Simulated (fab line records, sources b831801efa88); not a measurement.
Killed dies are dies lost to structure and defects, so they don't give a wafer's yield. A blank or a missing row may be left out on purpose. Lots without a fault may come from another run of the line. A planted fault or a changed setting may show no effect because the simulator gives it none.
A struck lot beside a sound one | flow sky130 | 15 steps out of a route of 708
Sound: wafers L140.2, L140.3, L140.4. Struck: wafers L154.1, L154.3, L154.4. The cause comes at the end.
At each step with rows: each side's tool, then ch and its chambers, then its first start. Under that, the readings that differ: sound wafers | struck wafers | difference of the means | sigmas: that difference in standard deviations of wafers without a fault.
alike: readings whose means differ by less than 2 such deviations, and words and numbers that are the same on both sides. not compared: withheld readings, readings that some wafer has no value for, bounds like >300 that may hide the same value, and numbers for which the record gives no deviation and whose values overlap.
The two part at a step that has a row with sigmas, a row that says differs or no value, or rows on one side only. Numbers that don't overlap but have no deviation are shown without sigmas and don't part them. A reading that every wafer of one side lacks parts them only if that side has two wafers or more.

SKY_LI_CONTACT_THK_MEAS_23: measures by xrf.
  sound on film_metro-03, day 30 03:14; struck on film_metro-03, day 35 17:14
  alike: LI_CONTACT_W_THK
SKY_LI_CONTACT_CMP_24: polishes, stops on PSG, t overpolish 20 s, target thk 0 nm.
  sound on cmp-02 ch 1,2,3, day 30 03:17; struck on cmp-01 ch 1,2,3, day 35 17:20
  alike: motor_current_A, overpolish_run_s, time_to_endpoint_s
SKY_LOCAL_INTERCONNECT_SPUTTER_00: material TiN, target thk 100 nm, time 83.3 s.
  sound on pvd_sputter-01, day 30 03:35; struck on pvd_sputter-03, day 35 17:35
  alike: cathode_dc_power_W, chamber_pressure_pa, throttle_valve_pct
SKY_LOCAL_INTERCONNECT_RS_MEAS_01: measures by four-point-probe.
  sound on film_metro-03, day 30 03:40; struck on film_metro-02, day 35 17:40
  alike: LOCAL_INTERCONNECT_TIN_RS
SKY_LOCAL_INTERCONNECT_THK_MEAS_02: measures by xrf.
  sound on film_metro-03, day 30 03:46; struck on film_metro-02, day 35 17:47
  alike: LOCAL_INTERCONNECT_TIN_THK
then, 7 steps without rows for these wafers: SKY_LOCAL_INTERCONNECT_DEHYDRATE_03 (time 60 s); SKY_LOCAL_INTERCONNECT_HMDS_04 (prime time 60 s); SKY_LOCAL_INTERCONNECT_COAT_05 (resist thk 60 nm); SKY_LOCAL_INTERCONNECT_COAT_06 (resist thk 450 nm); SKY_LOCAL_INTERCONNECT_SOFTBAKE_07 (time 90 s); SKY_LOCAL_INTERCONNECT_EXPOSE_08 (exposes mask LI1M, target cd 170 nm); SKY_LOCAL_INTERCONNECT_PEB_09.
SKY_LOCAL_INTERCONNECT_DEVELOP_10: develop time 60 s.
  sound on litho_track-03 ch 0, day 31 07:00; struck on litho_track-01 ch 0, day 36 19:00
  reading              | sound             | struck            | difference | sigmas
  developer_temp_C (C) | 21.07 21.01 21.03 | 22.89 23.06 23.02 | +1.95      | +20
  alike: resist_line_temp_C
SKY_LOCAL_INTERCONNECT_CD_MEAS_11: target cd 170 nm.
  sound on cd_sem-02, day 31 07:59; struck on cd_sem-01, day 36 19:25
  alike: cd_nm
SKY_PAD_OPEN_PROBE_99:
  the record has rows for the sound wafers here (prober-01, day 46 08:07) and none for the struck ones

WHERE THEY PART
First at SKY_LOCAL_INTERCONNECT_DEVELOP_10; last, within this record, at SKY_PAD_OPEN_PROBE_99.

WHY: what the simulator had put in
Process parameter drift: litho_track-01, from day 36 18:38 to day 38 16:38, at SKY_LOCAL_INTERCONNECT_DEVELOP_10. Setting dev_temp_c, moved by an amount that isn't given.
